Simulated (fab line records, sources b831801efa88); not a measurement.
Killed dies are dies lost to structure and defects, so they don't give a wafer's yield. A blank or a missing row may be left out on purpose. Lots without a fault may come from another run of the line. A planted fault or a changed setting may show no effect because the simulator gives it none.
fab line records | flow gf180mcu | part 2 of 2: steps 26 to 34 of 34
record lots=5 wafers=15 last_day=34
route steps=602 shown PSD@253 NSD@262 SAB@264 SALICIDE@278
lots that met no fault: from a run of the same line without faults
start_h: hours from the record's first day to the start of the lot's first wafer shown | wait_h: hours since the lot's step before | " the same as in the row above | L1.1+2: a row that stands for several wafers | - no value, or no start given | * or withheld: withheld | < > ~ a bound
route shown NAME@n: a module of which the file shows steps, and the number in the route of the first | usual: mean/standard deviation of fault-free wafers | same: alike in all rows | chamber/n: place in a boat | sites: the reading at each site | _std_site: their standard deviation | _edge_site: outer sites' mean less inner sites' | radius_mm: how far each site lies from the wafer's centre | mask NAME#n: copy n | behind: the tool/chamber that last shaped the wafer | hold: why the lot was held/for how many hours/how that ended | device: the transistor (n, p or np) that didn't switch | end of line: the same wafers' tests at the end of the route | a step without rows: its recipe alone | killed: dies lost to structure and defects at the first sort, not the wafer's yield | map: a wafer's dies, x killed, . not, _ none there
set.NAME: the setting as run; set.NAME@STEP: as run at that earlier step | model.NAME: the simulator's own value behind a step, which no gauge read
lots at some steps of the route; a table a step, a row a wafer
services: from which hour (start_h, from the record's first day; less than 0 if before it) a tool's chamber was out of use, for how many hours, and why
## steps
# step GF_SALICIDE_CLEAN_00
# recipe chemistry=SC1/SC2 mix=1:4:20 temp_c=70 time_s=150
# usual temp_c=70.01/0.096
# same time_s=150
# columns lot.wafer tool chamber start_h wait_h temp_c
L074.1 wet_bench-02 3 340.34 0.1 69.91
L074.2 " 3 " " 69.95
L074.6 " 3 " " 70.05
L075.1 wet_bench-04 1 349.06 0.1 70.02
L075.2 " 1 " " 69.92
L075.5 " 1 " " 69.91
L079.2 wet_bench-02 0 388.20 0.1 69.92
L079.5 " 0 " " 70.06
L079.6 " 0 " " 69.94
L083.2 wet_bench-03 2 418.22 0.1 70.13
L083.3 " 2 " " 70.13
L083.4 " 2 " " 70.02
L095.2 wet_bench-04 1 518.89 0.1 69.95
L095.3 " 1 " " 70.11
L095.5 " 1 " " 70.18
# step GF_SALICIDE_WET_ETCH_01
# recipe chemistry=dHF target_depth_nm=5 dry=ipa_marangoni target=SiO2 temp_c=25 dilution=100:1 time_s=100
# usual temp_c=25.01/0.1
# same time_s=100
# columns lot.wafer tool chamber start_h wait_h temp_c
L074.1 wet_bench-03 0 340.39 0.0 24.89
L074.2 " 0 " " 24.96
L074.6 " 0 " " 24.82
L075.1 wet_bench-02 2 349.12 0.0 25.08
L075.2 " 2 " " 25.11
L075.5 " 2 " " 25.14
L079.2 wet_bench-03 1 388.30 0.0 25.01
L079.5 " 1 " " 25.01
L079.6 " 1 " " 24.81
L083.2 wet_bench-04 2 418.27 0.0 25.18
L083.3 " 2 " " 25.04
L083.4 " 2 " " 25.01
L095.2 wet_bench-02 2 518.94 0.0 24.99
L095.3 " 2 " " 25.04
L095.5 " 2 " " 25.17
# step GF_SALICIDE_SPUTTER_02
# recipe material=Co target_thk_nm=10 power_w=1000 time_s=20 chamber_pressure_pa=0.4
# usual chamber_pressure_pa=0.4000/0.00076 throttle_valve_pct=29.7/1.4
# same time_s=20
# columns lot.wafer tool chamber start_h wait_h chamber_pressure_pa throttle_valve_pct
L074.1 pvd_sputter-04 - 340.43 0.0 0.3998 29.9
L074.2 " - " " 0.3983 32.4
L074.6 " - " " 0.4010 29.9
L075.1 pvd_sputter-02 - 349.15 0.0 0.3998 28.3
L075.2 " - " " 0.4014 29.7
L075.5 " - " " 0.4012 28.3
L079.2 pvd_sputter-02 - 388.33 0.0 0.3990 29.8
L079.5 " - " " 0.3997 29.8
L079.6 " - " " 0.3999 28.2
L083.2 pvd_sputter-01 - 418.35 0.0 0.4000 31.3
L083.3 " - " " 0.4000 28.6
L083.4 " - " " 0.4000 30.1
L095.2 pvd_sputter-02 - 519.02 0.0 0.4009 29.3
L095.3 " - " " 0.3999 28.2
L095.5 " - " " 0.4005 29.4
# step GF_SALICIDE_SPUTTER_03
# recipe material=TiN target_thk_nm=20 power_w=6500 time_s=16.7 chamber_pressure_pa=0.4
# usual chamber_pressure_pa=0.4000/0.00075 throttle_valve_pct=29.7/1.4
# same time_s=16.7
# columns lot.wafer tool chamber start_h wait_h chamber_pressure_pa throttle_valve_pct
L074.1 pvd_sputter-04 - 340.46 0.0 0.4008 29.8
L074.2 " - " " 0.4000 32.4
L074.6 " - " " 0.4007 29.8
L075.1 pvd_sputter-02 - 349.18 0.0 0.4001 28.4
L075.2 " - " " 0.3995 29.6
L075.5 " - " " 0.4008 28.4
L079.2 pvd_sputter-02 - 388.36 0.0 0.3997 29.6
L079.5 " - " " 0.4005 29.5
L079.6 " - " " 0.3998 28.3
L083.2 pvd_sputter-01 - 418.37 0.0 0.4009 31.2
L083.3 " - " " 0.3988 28.7
L083.4 " - " " 0.4015 30.4
L095.2 pvd_sputter-02 - 519.05 0.0 0.3995 29.5
L095.3 " - " " 0.4009 28.4
L095.5 " - " " 0.3990 29.3
# step GF_SALICIDE_RS_MEAS_04
# recipe thk_meas_gauge=four-point-probe reads=TiN_of_SALICIDE_SPUTTER_03+Co_of_SALICIDE_SPUTTER_02
# usual SALICIDE_TIN_RS=16.4/0.34
# columns lot.wafer tool chamber start_h wait_h SALICIDE_TIN_RS[ohm/sq]
L074.1 film_metro-03 - 340.48 0.0 16.2
L074.2 " - " " 16.2
L074.6 " - " " 16.3
L075.1 film_metro-02 - 349.21 0.0 16.6
L075.2 " - " " 16.2
L075.5 " - " " 16.6
L079.2 film_metro-03 - 388.41 0.0 16.7
L079.5 " - " " 16.6
L079.6 " - " " 16.7
L083.2 film_metro-01 - 418.42 0.0 16.0
L083.3 " - " " 15.8
L083.4 " - " " 16.1
L095.2 film_metro-03 - 519.10 0.0 16.1
L095.3 " - " " 16.3
L095.5 " - " " 16.0
# step GF_SALICIDE_THK_MEAS_05
# recipe thk_meas_gauge=xrf reads=TiN_of_SALICIDE_SPUTTER_03
# usual SALICIDE_TIN_THK=20.18/0.26
# columns lot.wafer tool chamber start_h wait_h SALICIDE_TIN_THK[nm]
L074.1 film_metro-03 - 340.60 0.1 20.34
L074.2 " - " " 20.08
L074.6 " - " " 20.25
L075.1 film_metro-02 - 349.33 0.1 20.33
L075.2 " - " " 19.72
L075.5 " - " " 20.33
L079.2 film_metro-03 - 388.52 0.1 20.02
L079.5 " - " " 20.15
L079.6 " - " " 20.61
L083.2 film_metro-01 - 418.53 0.1 20.42
L083.3 " - " " 20.10
L083.4 " - " " 20.50
L095.2 film_metro-03 - 519.21 0.1 20.17
L095.3 " - " " 20.31
L095.5 " - " " 20.11
# step GF_SALICIDE_RTA_06
# recipe temp_c=530 time_s=30 ambient=N2
# usual lamp_power_pct=6.81/0.19 wafer_temp_C_max=532.8/0.58
# same time_s=30
# columns lot.wafer tool chamber start_h wait_h lamp_power_pct wafer_temp_C_max
L074.1 rtp_anneal-01 0 340.66 0.1 7.00 533.2
L074.2 " 0 " " 6.99 532.2
L074.6 " 0 " " 7.00 532.9
L075.1 rtp_anneal-01 0 349.39 0.1 6.99 532.7
L075.2 " 0 " " 7.00 532.7
L075.5 " 0 " " 7.00 533.3
L079.2 rtp_anneal-01 0 388.58 0.1 7.00 533.3
L079.5 " 0 " " 7.00 533.5
L079.6 " 0 " " 6.99 533.0
L083.2 rtp_anneal-01 0 418.60 0.1 7.00 532.9
L083.3 " 0 " " 6.99 533.1
L083.4 " 0 " " 6.99 535.3
L095.2 rtp_anneal-02 0 519.27 0.1 6.62 531.6
L095.3 " 0 " " 6.61 532.9
L095.5 " 0 " " 6.62 532.0
# step GF_SALICIDE_WET_ETCH_07
# recipe chemistry=SPM target_depth_nm=120 dry=n2_spin
# columns lot.wafer tool chamber start_h wait_h
L074.1+2+6 wet_bench-02 3 340.76 0.1
L075.1+2+5 wet_bench-02 0 349.49 0.1
L079.2+5+6 wet_bench-04 2 388.67 0.1
L083.2+3+4 wet_bench-04 3 418.68 0.1
L095.2+3+5 wet_bench-02 0 519.36 0.1
# step GF_SALICIDE_RTA_08
# recipe temp_c=800 time_s=30 ambient=N2
# usual lamp_power_pct=18.9/0.53 wafer_temp_C_max=804.5/0.88
# same time_s=30
# columns lot.wafer tool chamber start_h wait_h lamp_power_pct wafer_temp_C_max
L074.1 rtp_anneal-02 0 340.86 0.0 18.4 804.4
L074.2 " 0 " " 18.4 804.9
L074.6 " 0 " " 18.4 803.6
L075.1 rtp_anneal-02 0 349.58 0.0 18.4 803.5
L075.2 " 0 " " 18.4 804.4
L075.5 " 0 " " 18.4 803.8
L079.2 rtp_anneal-02 0 388.77 0.0 18.4 803.4
L079.5 " 0 " " 18.4 803.6
L079.6 " 0 " " 18.4 803.4
L083.2 rtp_anneal-01 0 418.88 0.0 19.4 804.6
L083.3 " 0 " " 19.4 804.8
L083.4 " 0 " " 19.4 804.1
L095.2 rtp_anneal-01 0 519.57 0.0 19.4 803.1
L095.3 " 0 " " 19.4 804.0
L095.5 " 0 " " 19.4 802.8
## services
# columns tool chamber start_h hours kind
wet_bench-02 - 294.84 1.3 repair
pecvd-03 2 301.66 9.5 repair
rie_diel-04 - 301.81 2.8 pm
implanter-04 - 303.47 2.3 repair
plasma_asher-02 - 317.05 4.5 repair
pvd_sputter-01 - 355.83 1.9 repair
pecvd-02 - 368.88 14.0 pm
implanter-03 - 372.33 5.3 pm
plasma_asher-03 - 384.83 2.1 repair
plasma_asher-02 - 394.25 13.7 repair
plasma_asher-04 - 402.37 1.8 repair
rtp_anneal-01 - 403.29 3.8 pm
implanter-04 - 409.91 5.9 pm
rie_diel-04 - 415.08 0.1 repair
rie_diel-04 0 416.36 3.0 repair
wet_bench-03 - 418.60 2.1 repair
iline_stepper-01 - 419.24 16.7 repair
plasma_asher-04 - 421.25 9.0 pm
plasma_asher-01 - 422.00 1.8 repair
rie_diel-04 1 431.27 4.9 repair
pvd_sputter-02 - 451.25 1.8 repair
plasma_asher-01 - 452.27 1.1 repair
iline_stepper-01 - 466.97 1.7 pm
iline_stepper-01 - 481.57 7.6 repair
